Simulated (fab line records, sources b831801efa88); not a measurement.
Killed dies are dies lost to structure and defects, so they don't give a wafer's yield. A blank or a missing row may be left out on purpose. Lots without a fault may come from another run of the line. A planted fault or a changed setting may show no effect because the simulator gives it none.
fab line records | flow sky130
record lots=7 wafers=21 last_day=50
route steps=708 shown VT_ADJUST_NCORE@123 VT_ADJUST_HVTR@131 PAD_OPEN@708
lots that met no fault: from a run of the same line without faults
start_h: hours from the record's first day to the start of the lot's first wafer shown | wait_h: hours since the lot's step before | " the same as in the row above | L1.1+2: a row that stands for several wafers | - no value, or no start given | * or withheld: withheld | < > ~ a bound
route shown NAME@n: a module of which the file shows steps, and the number in the route of the first | usual: mean/standard deviation of fault-free wafers | same: alike in all rows | chamber/n: place in a boat | sites: the reading at each site | _std_site: their standard deviation | _edge_site: outer sites' mean less inner sites' | radius_mm: how far each site lies from the wafer's centre | mask NAME#n: copy n | behind: the tool/chamber that last shaped the wafer | hold: why the lot was held/for how many hours/how that ended | device: the transistor (n, p or np) that didn't switch | end of line: the same wafers' tests at the end of the route | a step without rows: its recipe alone | killed: dies lost to structure and defects at the first sort, not the wafer's yield | map: a wafer's dies, x killed, . not, _ none there
set.NAME: the setting as run; set.NAME@STEP: as run at that earlier step | model.NAME: the simulator's own value behind a step, which no gauge read
lots at some steps of the route; a table a step, a row a wafer
services: from which hour (start_h, from the record's first day; less than 0 if before it) a tool's chamber was out of use, for how many hours, and why
## steps
# step SKY_VT_ADJUST_NCORE_EXPOSE_04
# recipe mask_id=LVTN_COMPLEMENT_THIN na=0.6 source_shape=conventional sigma_outer=0.6 polarization=unpolarized target_cd_nm=380 dose_mj=139
# step SKY_VT_ADJUST_NCORE_PEB_05
# recipe temp_c=withheld time_s=* resist=NOVOLAK
# step SKY_VT_ADJUST_NCORE_DEVELOP_06
# recipe resist=NOVOLAK developer=TMAH develop_time_s=60 dev_temp_c=23
# step SKY_VT_ADJUST_NCORE_CD_MEAS_07
# recipe target_cd_nm=380
# usual cd_nm=380.5/2.5
# columns lot.wafer tool chamber start_h wait_h cd_nm
L898.1 cd_sem-01 - 187.79 0.1 374.6
L898.4 " - " " 377.2
L898.5 " - " " 377.4
L908.1 cd_sem-02 - 267.49 0.1 377.8
L908.3 " - " " 383.2
L908.5 " - " " 381.7
L910.2 cd_sem-02 - 272.39 0.1 379.8
L910.4 " - " " 381.9
L910.5 " - " " 383.4
L909.1 cd_sem-02 - 273.39 0.1 379.6
L909.2 " - " " 378.8
L909.5 " - " " 382.7
L914.1 cd_sem-01 - 298.12 0.1 383.4
L914.3 " - " " 382.5
L914.5 " - " " 382.4
L916.3 cd_sem-01 - 316.28 0.1 375.6
L916.4 " - " " 376.7
L916.5 " - " " 378.4
L918.1 cd_sem-01 - 331.59 0.1 377.8
L918.2 " - " " 381.6
L918.6 " - " " 378.9
# step SKY_VT_ADJUST_NCORE_OVL_MEAS_08
# usual VT_ADJUST_NCORE_OVL=0.9/1.4
# columns lot.wafer tool chamber start_h wait_h VT_ADJUST_NCORE_OVL[nm]
L898.1 overlay-01 - 187.91 0.1 -2.4
L898.4 " - " " -3.4
L898.5 " - " " -3.1
L908.1 overlay-02 - 267.61 0.1 -0.7
L908.3 " - " " -1.9
L908.5 " - " " -1.7
L910.2 overlay-01 - 272.50 0.1 2.2
L910.4 " - " " 1.7
L910.5 " - " " 2.1
L909.1 overlay-01 - 273.51 0.1 2.6
L909.2 " - " " 3.6
L909.5 " - " " 3.8
L914.1 overlay-01 - 298.24 0.1 0.9
L914.3 " - " " 3.1
L914.5 " - " " 1.5
L916.3 overlay-02 - 316.37 0.1 0.4
L916.4 " - " " 0.8
L916.5 " - " " 2.1
L918.1 overlay-01 - 331.71 0.1 -0.1
L918.2 " - " " -1.6
L918.6 " - " " -1.7
# step SKY_VT_ADJUST_NCORE_IMPLANT_09
# recipe species=B energy_kev=10 dose_cm2=2.4e+12 tilt_deg=withheld
# step SKY_VT_ADJUST_NCORE_STRIP_10
# recipe chemistry=O2/N2 power_w=1400 pressure_mtorr=1500 platen_temp_c=withheld o2_flow_sccm=3000 n2_flow_sccm=300 overash_fraction=0.5
# usual drypump_motor_current_A=5.7/0.36 oes_product_au=0.716/0.004 strip_time_to_endpoint_s=14.16/0.044
# columns lot.wafer tool chamber start_h wait_h drypump_motor_current_A oes_product_au rf_hours_counter_h strip_time_to_endpoint_s
L898.1 plasma_asher-01 1 188.10 0.1 5.5 0.716 7 14.26
L898.4 " 1 " " 5.5 0.716 - 14.26
L898.5 " 0 " " 6.0 0.716 - 14.23
L908.1 plasma_asher-03 1 267.80 0.1 5.9 0.707 54 14.19
L908.3 " 0 " " 6.1 0.714 - 14.15
L908.5 " 1 " " 5.8 0.716 - 14.18
L910.2 plasma_asher-03 1 272.68 0.1 5.8 0.716 55 14.20
L910.4 " 1 " " 5.8 0.718 - 14.16
L910.5 " 1 " " 5.9 0.717 - 14.14
L909.1 plasma_asher-01 1 273.70 0.1 5.5 0.714 16 14.14
L909.2 " 0 " " 6.0 0.720 16 14.13
L909.5 " 0 " " 6.0 0.710 - 14.14
L914.1 plasma_asher-01 0 298.43 0.1 6.0 0.715 18 14.14
L914.3 " 0 " " 6.0 0.721 - 14.17
L914.5 " 0 " " 6.0 0.713 - 14.14
L916.3 plasma_asher-01 0 316.58 0.1 6.0 0.721 - 14.13
L916.4 " 1 " " 5.4 0.717 - 14.12
L916.5 " 0 " " 5.9 0.723 - 14.11
L918.1 plasma_asher-01 1 331.90 0.1 5.5 0.722 21 14.17
L918.2 " 0 " " 6.0 0.717 21 14.14
L918.6 " 1 " " 5.4 0.718 - 14.17
# step SKY_VT_ADJUST_NCORE_TW_MEAS_11
# usual VT_ADJUST_NCORE_TW=217.1/2.2
# columns lot.wafer tool chamber start_h wait_h VT_ADJUST_NCORE_TW
L898.1 film_metro-01 - 188.20 0.1 219.4
L898.4 " - " " 220.6
L898.5 " - " " 219.8
L908.1 film_metro-02 - 267.90 0.1 218.1
L908.3 " - " " 218.3
L908.5 " - " " 217.2
L910.2 film_metro-04 - 272.79 0.1 217.1
L910.4 " - " " 215.8
L910.5 " - " " 216.1
L909.1 film_metro-04 - 273.80 0.1 215.6
L909.2 " - " " 216.3
L909.5 " - " " 215.5
L914.1 film_metro-01 - 298.53 0.1 219.3
L914.3 " - " " 221.3
L914.5 " - " " 220.4
L916.3 film_metro-02 - 316.67 0.1 217.1
L916.4 " - " " 217.2
L916.5 " - " " 217.7
L918.1 film_metro-04 - 332.00 0.1 215.5
L918.2 " - " " 214.6
L918.6 " - " " 215.9
# step SKY_VT_ADJUST_HVTR_DEHYDRATE_00
# recipe temp_c=200 time_s=60
# step SKY_VT_ADJUST_HVTR_HMDS_01
# recipe prime_time_s=60 prime_temp_c=120
# step SKY_VT_ADJUST_HVTR_COAT_02
# recipe resist=NOVOLAK spin_rpm=3000 resist_thk_nm=1140
# step SKY_VT_ADJUST_HVTR_SOFTBAKE_03
# recipe temp_c=90 time_s=60 resist=NOVOLAK
# step SKY_VT_ADJUST_HVTR_EXPOSE_04
# recipe mask_id=HVTRM target_cd_nm=380 na=0.6 source_shape=conventional sigma_outer=0.6 dose_mj=150
# usual exposure_dose_mJ_cm2=149.95/0.17
# columns lot.wafer tool chamber start_h wait_h mask exposure_dose_mJ_cm2 model.VT_ADJUST_HVTR.overlay_x_nm
L898.1 iline_stepper-02 0 199.06 - HVTRM#0 149.94 0.9446
L898.4 " 0 " " HVTRM#0 150.17 0.9446
L898.5 " 0 " " HVTRM#0 150.09 0.9446
L908.1 iline_stepper-01 0 280.57 - HVTRM#0 149.76 -0.1089
L908.3 " 0 " " HVTRM#0 149.97 -0.1089
L908.5 " 0 " " HVTRM#0 149.82 -0.1089
L910.2 iline_stepper-02 0 285.44 - HVTRM#0 149.85 1.036
L910.4 " 0 " " HVTRM#0 150.15 1.036
L910.5 " 0 " " HVTRM#0 150.19 1.036
L909.1 iline_stepper-01 0 286.60 - HVTRM#0 149.81 -191.8
L909.2 " 0 " " HVTRM#0 149.86 -191.8
L909.5 " 0 " " HVTRM#0 149.92 -191.8
L914.1 iline_stepper-01 0 311.97 - HVTRM#0 149.79 -190.2
L914.3 " 0 " " HVTRM#0 149.95 -190.2
L914.5 " 0 " " HVTRM#0 149.78 -190.2
L916.3 iline_stepper-01 0 330.16 - HVTRM#0 150.10 -191.3
L916.4 " 0 " " HVTRM#0 150.01 -191.3
L916.5 " 0 " " HVTRM#0 149.52 -191.3
L918.1 iline_stepper-02 0 345.87 - HVTRM#0 150.29 -0.1201
L918.2 " 0 " " HVTRM#0 150.12 -0.1201
L918.6 " 0 " " HVTRM#0 150.18 -0.1201
# step SKY_VT_ADJUST_HVTR_PEB_05
# recipe temp_c=withheld time_s=* resist=NOVOLAK
# step SKY_VT_ADJUST_HVTR_DEVELOP_06
# recipe develop_time_s=60 dev_temp_c=23
# step SKY_VT_ADJUST_HVTR_CD_MEAS_07
# recipe target_cd_nm=380
# usual cd_nm=379.6/2.6
# columns lot.wafer tool chamber start_h wait_h cd_nm
L898.1 cd_sem-02 - 210.09 0.1 374.7
L898.4 " - " " 377.0
L898.5 " - " " 376.8
L908.1 cd_sem-01 - 293.15 0.1 381.0
L908.3 " - " " 381.7
L908.5 " - " " 381.3
L910.2 cd_sem-02 - 297.56 0.1 382.3
L910.4 " - " " 382.8
L910.5 " - " " 382.7
L909.1 cd_sem-02 - 298.30 0.1 376.3
L909.2 " - " " 377.1
L909.5 " - " " 376.9
L914.1 cd_sem-02 - 324.79 0.1 381.0
L914.3 " - " " 380.8
L914.5 " - " " 382.2
L916.3 cd_sem-01 - 343.06 0.1 379.0
L916.4 " - " " 379.5
L916.5 " - " " 378.2
L918.1 cd_sem-02 - 359.50 0.1 384.0
L918.2 " - " " 385.1
L918.6 " - " " 381.3
# step SKY_VT_ADJUST_HVTR_OVL_MEAS_08
# usual VT_ADJUST_HVTR_OVL=1.1/1.4
# columns lot.wafer tool chamber start_h wait_h VT_ADJUST_HVTR_OVL[nm]
L898.1 overlay-01 - 210.21 0.1 3.5
L898.4 " - " " 2.7
L898.5 " - " " 4.1
L908.1 overlay-01 - 293.27 0.1 1.8
L908.3 " - " " 2.5
L908.5 " - " " 2.2
L910.2 overlay-02 - 297.67 0.1 -1.7
L910.4 " - " " 1.2
L910.5 " - " " -0.5
L909.1 overlay-02 - 298.42 0.1 -192.0
L909.2 " - " " -191.0
L909.5 " - " " -190.1
L914.1 overlay-02 - 324.91 0.1 -188.8
L914.3 " - " " -188.9
L914.5 " - " " -189.9
L916.3 overlay-01 - 343.15 0.1 -189.8
L916.4 " - " " -192.3
L916.5 " - " " -191.7
L918.1 overlay-02 - 359.62 0.1 0.0
L918.2 " - " " 0.0
L918.6 " - " " 3.4
# step SKY_VT_ADJUST_HVTR_IMPLANT_09
# recipe species=B energy_kev=10 dose_cm2=2.1e+12 tilt_deg=withheld
# step SKY_PAD_OPEN_PROBE_99
# usual killed_at_M0_to_M3=46/6.7 killed_at_M4_up=3.3/2 killed_at_contacts=24/5.4 killed_at_front_end=15/4.3 killed_at_other=0.4/0.64 killed_dies=89/9.1 killed_open=48/7.2 killed_short=40/6.3
# same gross_dies=492 killed_at_back_side=0
# columns lot.wafer tool chamber start_h wait_h killed_at_M0_to_M3 killed_at_M4_up killed_at_contacts killed_at_front_end killed_at_other killed_dies killed_open killed_short model.etest.pfet_01v8_mvt.drive_ua_um model.etest.pfet_01v8_mvt.off_log10_a_um model.etest.pfet_01v8_mvt.vt_sat_v model.etest.pfet_01v8_mvt.vt_v
L898.1 prober-01 - 1086.23 0.1 44 8 23 14 0 89 40 49 144.8 -11.28 -0.6073 -0.6884
L898.4 prober-01 - 1086.38 0.2 51 4 20 15 1 91 52 39 145.8 -11.18 -0.6031 -0.6882
L898.5 prober-01 - 1086.43 0.2 44 3 34 13 0 94 59 35 147.8 -11.11 -0.5973 -0.6832
L908.1 prober-02 - 1156.81 0.1 45 6 32 19 2 104 53 51 154.1 -10.22 -0.5417 -0.6297
L908.3 prober-02 - 1156.91 0.2 34 5 27 16 1 83 46 37 155.3 -10.3 -0.5433 -0.629
L908.5 prober-02 - 1157.01 0.2 46 2 27 23 2 100 49 50 154.5 -10.21 -0.5429 -0.6307
L909.1 prober-01 - 1160.09 0.1 41 2 23 24 0 90 37 47 136.8 -11.84 -0.7263 -0.7919
L909.2 prober-01 - 1160.14 0.1 45 8 23 24 0 100 45 51 140 -11.84 -0.7137 -0.7834
L909.5 prober-01 - 1160.29 0.2 43 3 22 14 0 82 43 35 135.2 -11.81 -0.724 -0.787
L910.2 prober-02 - 1162.71 0.1 56 2 32 11 0 101 54 47 156 -10.49 -0.5622 -0.6469
L910.4 prober-02 - 1162.81 0.2 56 4 30 9 0 99 55 44 156.6 -10.57 -0.5606 -0.6443
L910.5 prober-02 - 1162.86 0.2 48 4 32 9 0 93 49 44 154.5 -10.54 -0.5523 -0.6393
L914.1 prober-01 - 1180.30 0.1 45 7 17 21 1 91 51 33 137.4 -11.96 -0.7265 -0.7925
L914.3 prober-01 - 1180.40 0.2 43 2 25 12 0 82 45 31 135.6 -11.84 -0.7229 -0.7919
L914.5 prober-01 - 1180.50 0.2 52 2 14 20 0 88 48 35 138.7 -11.78 -0.7201 -0.7893
L916.3 prober-01 - 1188.89 0.2 43 0 25 18 0 86 45 34 132.5 -12.61 -0.7682 -0.8297
L916.4 prober-01 - 1188.94 0.2 51 4 24 28 0 107 43 52 129.2 -12.45 -0.7683 -0.8278
L916.5 prober-01 - 1188.99 0.2 47 4 22 22 0 95 51 37 130 -12.47 -0.7681 -0.8307
L918.1 prober-02 - 1207.32 0.1 44 3 22 11 0 80 49 31 150.2 -10.75 -0.5774 -0.6592
L918.2 prober-02 - 1207.37 0.1 41 4 23 11 1 80 40 40 153.6 -10.58 -0.5628 -0.6494
L918.6 prober-02 - 1207.57 0.2 37 3 25 10 1 76 41 35 152.1 -10.71 -0.5716 -0.6555
# killed by level:class
L898.1 CONTACT:geometric_particle:open=9 METAL1:geometric_particle:short=9 VIA3:geometric_particle:open=8 VIA1:geometric_particle:open=7 METAL4:geometric_particle:short=7 LI_CONTACT:geometric_particle:open=6 POLY_GATE:geometric_particle:short=5 VIA2:geometric_particle:open=5
L898.4 VIA1:geometric_particle:open=11 LI_CONTACT:geometric_particle:open=9 VIA2:geometric_particle:open=9 METAL2:geometric_particle:short=8 CONTACT:geometric_particle:open=6 VIA3:geometric_particle:open=6 FIELD_ISO:geometric_particle:open=5 VIA2:geometric_particle:short=5
L898.5 CONTACT:geometric_particle:open=17 VIA1:geometric_particle:open=9 LI_CONTACT:geometric_particle:open=7 VIA2:geometric_particle:open=7 VIA3:geometric_particle:open=7 VIA2:geometric_particle:short=5 CONTACT:geometric_particle:short=5 POLY_GATE:geometric_particle:short=4
L908.1 CONTACT:geometric_particle:open=11 LI_CONTACT:geometric_particle:open=7 METAL1:geometric_particle:short=7 VIA1:geometric_particle:open=7 METAL2:geometric_particle:short=7 FIELD_ISO:geometric_particle:open=6 CONTACT:geometric_particle:short=6 POLY_GATE:geometric_particle:open=5
L908.3 VIA1:geometric_particle:open=11 CONTACT:geometric_particle:open=9 FIELD_ISO:geometric_particle:open=6 VIA2:geometric_particle:open=6 LI_CONTACT:geometric_particle:open=6 FIELD_ISO:geometric_particle:short=4 LOCAL_INTERCONNECT:geometric_particle:short=4 CONTACT:geometric_particle:short=4
L908.5 CONTACT:geometric_particle:open=10 LI_CONTACT:geometric_particle:open=9 FIELD_ISO:geometric_particle:short=8 VIA1:geometric_particle:open=8 POLY_GATE:geometric_particle:short=6 METAL2:geometric_particle:short=6 VIA2:geometric_particle:open=5 VIA2:geometric_particle:short=5
L909.1 VIA1:geometric_particle:open=11 POLY_GATE:geometric_particle:short=9 METAL2:geometric_particle:short=9 CONTACT:geometric_particle:open=8 VIA1:geometric_particle:short=7 LI_CONTACT:geometric_particle:open=6 VT_ADJUST_HVTR:overlay=6 CONTACT:geometric_particle:short=5
L909.2 CONTACT:geometric_particle:open=9 VIA1:geometric_particle:open=9 METAL1:geometric_particle:short=8 VIA3:geometric_particle:open=7 VIA1:geometric_particle:short=5 POLY_GATE:geometric_particle:open=4 POLY_CUT:geometric_particle:short=4 LOCAL_INTERCONNECT:geometric_particle:short=4
L909.5 VIA3:geometric_particle:open=11 METAL2:geometric_particle:short=8 CONTACT:geometric_particle:open=8 LOCAL_INTERCONNECT:geometric_particle:short=7 VIA2:geometric_particle:open=7 LI_CONTACT:geometric_particle:open=5 VIA1:geometric_particle:short=4 VT_ADJUST_HVTR:overlay=4
L910.2 CONTACT:geometric_particle:open=12 VIA2:geometric_particle:open=9 VIA1:geometric_particle:open=9 LI_CONTACT:geometric_particle:open=7 CONTACT:geometric_particle:short=7 VIA3:geometric_particle:open=7 METAL1:geometric_particle:short=6 METAL2:geometric_particle:short=5
L910.4 VIA1:geometric_particle:open=15 CONTACT:geometric_particle:open=10 LI_CONTACT:geometric_particle:open=9 VIA3:geometric_particle:open=8 METAL2:geometric_particle:short=7 FIELD_ISO:geometric_particle:open=5 VIA2:geometric_particle:open=5 METAL1:geometric_particle:short=5
L910.5 CONTACT:geometric_particle:open=15 VIA3:geometric_particle:open=9 VIA1:geometric_particle:short=9 VIA1:geometric_particle:open=9 FIELD_ISO:geometric_particle:short=6 CONTACT:geometric_particle:short=6 LI_CONTACT:geometric_particle:open=6 METAL2:geometric_particle:short=6
L914.1 VIA1:geometric_particle:open=13 VIA3:geometric_particle:open=8 LI_CONTACT:geometric_particle:open=7 VT_ADJUST_HVTR:overlay=6 CONTACT:geometric_particle:open=5 METAL1:geometric_particle:short=5 VIA2:geometric_particle:open=5 VIA3:geometric_particle:short=5
L914.3 LI_CONTACT:geometric_particle:open=12 VIA2:geometric_particle:open=9 VIA1:geometric_particle:open=9 CONTACT:geometric_particle:open=5 VIA3:geometric_particle:short=5 VT_ADJUST_HVTR:overlay=5 VIA1:geometric_particle:short=4 CONTACT:geometric_particle:short=3
L914.5 VIA1:geometric_particle:open=13 VIA3:geometric_particle:open=11 VIA1:geometric_particle:short=7 CONTACT:geometric_particle:open=6 METAL1:geometric_particle:short=6 VT_ADJUST_HVTR:overlay=5 FIELD_ISO:geometric_particle:open=4 POLY_GATE:geometric_particle:open=4
L916.3 VIA1:geometric_particle:open=12 LI_CONTACT:geometric_particle:open=9 CONTACT:geometric_particle:open=7 VIA1:geometric_particle:short=7 VIA3:geometric_particle:open=7 VT_ADJUST_HVTR:overlay=7 METAL1:geometric_particle:short=5 FIELD_ISO:geometric_particle:short=4
L916.4 VIA1:geometric_particle:open=12 VT_ADJUST_HVTR:overlay=12 CONTACT:geometric_particle:open=9 VIA2:geometric_particle:short=7 FIELD_ISO:geometric_particle:short=6 LOCAL_INTERCONNECT:geometric_particle:short=6 METAL2:geometric_particle:short=6 VIA2:geometric_particle:open=6
L916.5 VIA1:geometric_particle:open=12 VIA2:geometric_particle:open=9 CONTACT:geometric_particle:open=8 LOCAL_INTERCONNECT:geometric_particle:short=6 VT_ADJUST_HVTR:overlay=6 METAL2:geometric_particle:short=5 LI_CONTACT:geometric_particle:open=4 VIA1:geometric_particle:short=4
L918.1 VIA2:geometric_particle:open=15 CONTACT:geometric_particle:open=8 VIA1:geometric_particle:open=6 VIA3:geometric_particle:open=5 LI_CONTACT:geometric_particle:open=5 FIELD_ISO:geometric_particle:short=4 LOCAL_INTERCONNECT:geometric_particle:short=4 CONTACT:geometric_particle:short=4
L918.2 CONTACT:geometric_particle:open=9 VIA1:geometric_particle:short=9 VIA2:geometric_particle:open=7 LI_CONTACT:geometric_particle:open=6 VIA1:geometric_particle:open=6 CONTACT:geometric_particle:short=5 VIA3:geometric_particle:open=5 METAL4:geometric_particle:short=4
L918.6 LI_CONTACT:geometric_particle:open=11 VIA1:geometric_particle:open=9 CONTACT:geometric_particle:open=8 METAL1:geometric_particle:short=7 FIELD_ISO:geometric_particle:short=3 CONTACT:geometric_particle:short=3 VIA3:geometric_particle:open=3 VIA1:geometric_particle:short=3
## services
# columns tool chamber start_h hours kind
plasma_asher-03 - 168.04 2.3 repair
plasma_asher-03 - 171.45 10.7 repair
iline_stepper-01 0 172.39 - calibration
plasma_asher-01 - 205.00 3.7 repair
iline_stepper-02 - 225.38 1.7 pm
iline_stepper-02 0 288.56 - calibration
iline_stepper-01 - 295.13 1.7 pm
## key
first_sign step=SKY_VT_ADJUST_HVTR_OVL_MEAS_08 reading=VT_ADJUST_HVTR_OVL direction=down sigmas=99+ usual=1.1 struck=-190.5
effect none on later readings
model_effect step=SKY_VT_ADJUST_HVTR_EXPOSE_04 value=VT_ADJUST_HVTR.overlay_x_nm without=0.0808 struck=-191.1
model_effect step=SKY_PAD_OPEN_PROBE_99 value=etest.pfet_01v8_mvt.drive_ua_um without=151.9 struck=135
met_at SKY_VT_ADJUST_HVTR_EXPOSE_04
struck_wafers L909.1,L909.2,L909.5,L914.1,L914.3,L914.5,L916.3,L916.4,L916.5
tester_left_out L909,L914,L916
onset_between 280.57 286.60
fault kind=scanner_matching_overlay tool=iline_stepper-01 chamber=- onset_h=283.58 steps=SKY_VT_ADJUST_HVTR_EXPOSE_04 offset=-191.18
# tester_left_out: of these lots the tester's yield and bins aren't shown, on N5 and GAA mostly nor the transistor test; their killed dies are dies lost to structure and defects alone, not to doping, threshold or leakage, so they don't give the yield
